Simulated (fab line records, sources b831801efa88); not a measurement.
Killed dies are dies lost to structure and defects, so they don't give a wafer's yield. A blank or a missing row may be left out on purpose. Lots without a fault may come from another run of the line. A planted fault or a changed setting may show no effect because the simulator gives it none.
Tool commonality check | flow gf180mcu | 12 lots, 36 wafers sampled

WHY IT WAS OPENED
At GF_HV_LDD_THK_MEAS_57 the reading HV_LDD_CVD_56_THK is flagged on 1 of 12 lots. Wafers without a fault read 88.2 nm, standard deviation 0.84.
Rule: a lot is flagged when every wafer of it that has a number lies more than 4 standard deviations from that mean, or none has a number. The other lots count as sound.

lot  | measured     | on            | HV_LDD_CVD_56_THK (nm), wafer by wafer | flag
L475 | day 12 13:41 | film_metro-01 | 88.4 88.6 88.2                         |
L478 | day 13 08:29 | film_metro-03 | 40.6 39.7 40.9                         | FLAGGED
L480 | day 14 03:40 | film_metro-01 | 88.9 88.8 89.7                         |
L488 | day 16 21:33 | film_metro-04 | 88.9 88.4 88.9                         |
L489 | day 17 06:23 | film_metro-03 | 88.7 88.3 89.0                         |
L491 | day 18 02:26 | film_metro-04 | 87.7 88.9 88.2                         |
L492 | day 18 05:47 | film_metro-04 | 89.1 89.3 88.9                         |
L495 | day 19 06:36 | film_metro-03 | 87.7 87.2 87.0                         |
L494 | day 19 06:54 | film_metro-03 | 89.5 89.8 89.7                         |
L496 | day 19 14:26 | film_metro-03 | 89.6 89.3 89.5                         |
L497 | day 20 04:14 | film_metro-01 | 89.7 89.1 89.3                         |
L498 | day 20 07:36 | film_metro-01 | 88.0 87.9 88.2                         |
The numbers of the flagged lots are 40.4 nm on average: -47.8 nm against the usual, or -57 standard deviations.

WHICH TOOL RAN EACH LOT
The record holds 1 process step before the reading, out of a route of 602 steps. In each cell: the tool, then ch and the chambers that the sampled wafers went through, then the start.
lot  | flag    | GF_HV_LDD_CVD_56
L475 |         | lpcvd-02 ch 1, day 12 12:16
L478 | FLAGGED | lpcvd-02 ch 0, day 13 07:04
L480 |         | lpcvd-01 ch 0, day 14 02:13
L488 |         | lpcvd-01 ch 1, day 16 20:07
L489 |         | lpcvd-02 ch 1, day 17 04:57
L491 |         | lpcvd-01 ch 1, day 18 00:59
L492 |         | lpcvd-02 ch 0, day 18 04:21
L495 |         | lpcvd-01 ch 1, day 19 05:11
L494 |         | lpcvd-02 ch 0, day 19 05:28
L496 |         | lpcvd-02 ch 1, day 19 13:01
L497 |         | lpcvd-02 ch 0, day 20 02:05
L498 |         | lpcvd-02 ch 1, day 20 05:28
What these steps do:
- GF_HV_LDD_CVD_56: deposits Si3N4 from DCS/NH3, target thk 90 nm, time 1509 s.
- GF_HV_LDD_THK_MEAS_57

FLAGGED OVER TOTAL, TOOL BY TOOL (the gauges that took the reading come last)
step                  | tool          | lots run | flagged | share of the flagged lots | sound lots run after its first flagged lot
GF_HV_LDD_CVD_56      | lpcvd-01      | 4        | 0       | none                      | -
GF_HV_LDD_CVD_56      | lpcvd-02      | 8        | 1       | all                       | 6 (L489,L492,L494,L496,L497,L498)
GF_HV_LDD_THK_MEAS_57 | film_metro-01 | 4        | 0       | none                      | -
GF_HV_LDD_THK_MEAS_57 | film_metro-03 | 5        | 1       | all                       | 4 (L489,L495,L494,L496)
GF_HV_LDD_THK_MEAS_57 | film_metro-04 | 3        | 0       | none                      | -

WHAT THE TABLE ALLOWS
2 rows of the table ran every flagged lot: lpcvd-02 at GF_HV_LDD_CVD_56, film_metro-03 at GF_HV_LDD_THK_MEAS_57.
- lpcvd-02 at GF_HV_LDD_CVD_56: 1 of its 8 lots flagged. Sound lots ran on it after the first flagged one (L489, L492, L494, L496, L497, L498), which a lasting fault on the whole tool wouldn't allow.
- film_metro-03 at GF_HV_LDD_THK_MEAS_57: 1 of its 5 lots flagged. Sound lots ran on it after the first flagged one (L489, L495, L494, L496), which a lasting fault on the whole tool wouldn't allow.
No row of the table ran every flagged lot and no sound lot after the first.

WHAT THE SIMULATOR HAD PUT IN
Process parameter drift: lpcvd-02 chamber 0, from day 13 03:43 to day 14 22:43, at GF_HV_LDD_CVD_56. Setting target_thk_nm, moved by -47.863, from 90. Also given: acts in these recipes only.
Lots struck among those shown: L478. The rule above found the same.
